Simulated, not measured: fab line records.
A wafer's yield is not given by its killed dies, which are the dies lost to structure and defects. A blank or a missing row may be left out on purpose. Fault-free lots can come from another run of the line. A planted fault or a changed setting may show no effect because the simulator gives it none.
Which tool was responsible? | flow sky130 | route of 708 steps, sampled at 1 step: 12 lots, 36 wafers

== WHAT THE GAUGES READ, wafer by wafer ==
SKY_LOCAL_INTERCONNECT_CD_MEAS_11: the cd target is 170 nm.
lot  | measured     | on       | cdNm (nm)
L075 | day 30 14:10 | cdSem-02 | 169.9 169.6 169.3
L077 | day 31 02:59 | cdSem-01 | 169.8 168.9 168.8
L079 | day 32 02:49 | cdSem-02 | 172.5 170.9 170.9
L081 | day 32 12:56 | cdSem-02 | 171.9 172.9 172.9
L083 | day 33 09:04 | cdSem-01 | 171.2 169.2 169.3
L085 | day 33 15:34 | cdSem-02 | 171.3 170.7 169.5
L087 | day 34 16:52 | cdSem-01 | 171.9 171.0 171.4
L089 | day 36 20:14 | cdSem-02 | 168.7 167.9 170.4
L092 | day 36 23:19 | cdSem-02 | 172.1 172.6 171.9
L091 | day 37 02:03 | cdSem-02 | 173.8 170.5 171.3
L094 | day 37 05:22 | cdSem-01 | 172.0 171.3 172.1
L097 | day 37 17:04 | cdSem-01 | 168.2 168.8 168.4

== WHICH TOOL RAN EACH LOT (tool, then ch and the chambers of the sampled wafers, then the start) ==
The record holds no process step before these readings.

== THE ANSWER, worked out from the rows above alone ==
Rule: the usual values come from the lots themselves. Put in order of their means at a reading, lots are off if they are a third of the lots or fewer, leave a main group of 4 or more, and stand apart from it by a gap of 3 or more times the standard deviation of the main group's means; of several such gaps the widest counts. Not used: any main group whose means are identical at the precision the tables above print for the reading. A lot without any number at a reading at which 4 lots or more have one is off too. Any other lot the step has rows for is counted as sound.
None of the lots is off at any reading shown; this tells nothing.

== WHAT THE SIMULATOR HAD INSERTED ==
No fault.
